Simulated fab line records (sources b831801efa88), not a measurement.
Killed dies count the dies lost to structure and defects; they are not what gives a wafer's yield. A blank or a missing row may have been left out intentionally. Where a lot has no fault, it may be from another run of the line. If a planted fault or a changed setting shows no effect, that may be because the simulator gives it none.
A struck lot beside a sound one -- flow gf180mcu -- 15 steps out of a route of 602
Sound: wafers L205.2, L205.4, L205.5. The struck wafers were L207.3, L207.5, L207.6. At the end, the cause is stated.
At each step with rows: each side's tool, then ch and its chambers, then its first start. Under that, the readings that differ: sound wafers -- struck wafers -- difference of the means -- sigmas: that difference in standard deviations of wafers without a fault.
alike: words and numbers the same on both sides, and readings whose means are apart by under 2 such deviations; not compared: readings that were withheld, readings missing a value for some wafer, numbers with overlapping values and no deviation given by the record, and bounds like >300 which may hide the same value.
A row with sigmas, a row that says differs or no value, or rows on one side alone: a step with any of these is where the two part. Numbers that have no deviation but don't overlap get no sigmas and don't part them. A reading that every wafer of one side lacks parts them only if that side has two wafers or more.

GF_MIM_SPUTTER_09: material TiN, target thk 35 nm, time 30.02 s.
  struck on pvdSputter-04, day 28 19:51; sound on pvdSputter-04, day 28 13:17
  alike: cathodeDcPowerW, chamberPressurePa, throttleValvePct
GF_MIM_RS_MEAS_10: a four-point-probe measurement.
  struck on filmMetro-02, day 28 19:56; sound on filmMetro-01, day 28 13:20
reading,sound,struck,difference,sigmas
MIM_ALCU_RS (ohm/sq),0.1622 0.1618 0.1613,0.1574 0.1567 0.1572,-0.0047,-2
GF_MIM_THK_MEAS_11: measures by xrf.
  struck on filmMetro-02, day 28 20:02; sound on filmMetro-01, day 28 13:27
  alike: MIM_ALCU_THK
then, 7 steps without rows for these wafers: GF_MIM_DEHYDRATE_12 (time 60 s); GF_MIM_HMDS_13 (prime time 60 s); GF_MIM_COAT_14 (resist thk 1000 nm); GF_MIM_SOFTBAKE_15 (time 60 s); GF_MIM_EXPOSE_16 (exposes mask FuseTop, target cd 2000 nm); GF_MIM_PEB_17; GF_MIM_DEVELOP_18 (develop time 60 s).
GF_MIM_METAL_ETCH_19: etches the open film in Cl2/BCl3, stops on Si3N4, target depth 324.5 nm, time 54.1 s.
  sound on rieMetal-02 ch 0,1, day 29 08:52; struck on rieMetal-01 ch 0,1, day 29 14:42
reading,sound,struck,difference,sigmas
oesProductAu (a.u.),0.932 0.940 0.938,0.955 0.950 0.958,+0.018,+3
  alike: biasW, drypumpMotorCurrentA, throttleValvePct
  not compared: rfHoursCounterH
GF_MIM_STRIP_20: strips in O2/N2.
  sound on plasmaAsher-03 ch 0,1, day 29 08:56; struck on plasmaAsher-04 ch 0,1, day 29 14:47
reading,sound,struck,difference,sigmas
heaterPowerW (W),322 330 327,379 376 374,+50,+2
  alike: drypumpMotorCurrentA, oesProductAu, stripTimeToEndpointS
  not compared: rfHoursCounterH
GF_MIM_STRIP_21: strips in post etch residue remover, time 1200 s.
  sound on wetBench-01 ch 3, day 29 09:02; struck on wetBench-01 ch 3, day 29 14:51
reading,sound,struck,difference,sigmas
runLengthS (s),1233 1233 1233,1343 1343 1343,+110,+31
then, 1 step without rows for these wafers: GF_MIM_CLEAN_22 (cleans in DIW).
-- the record jumps here: 3 days lie between the struck wafers' starts before and after (it left off in module MIM and takes up again in module PASSIVATION, whose first step shown is number 602 of the route) --
GF_PASSIVATION_PROBE_99:
  rows exist in the record for the struck wafers here (prober-01, day 32 20:13), but not for the sound ones

## WHERE THEY PART
At GF_MIM_RS_MEAS_10 first; at GF_PASSIVATION_PROBE_99 last (within this record only).

WHY: the cause the simulator had injected
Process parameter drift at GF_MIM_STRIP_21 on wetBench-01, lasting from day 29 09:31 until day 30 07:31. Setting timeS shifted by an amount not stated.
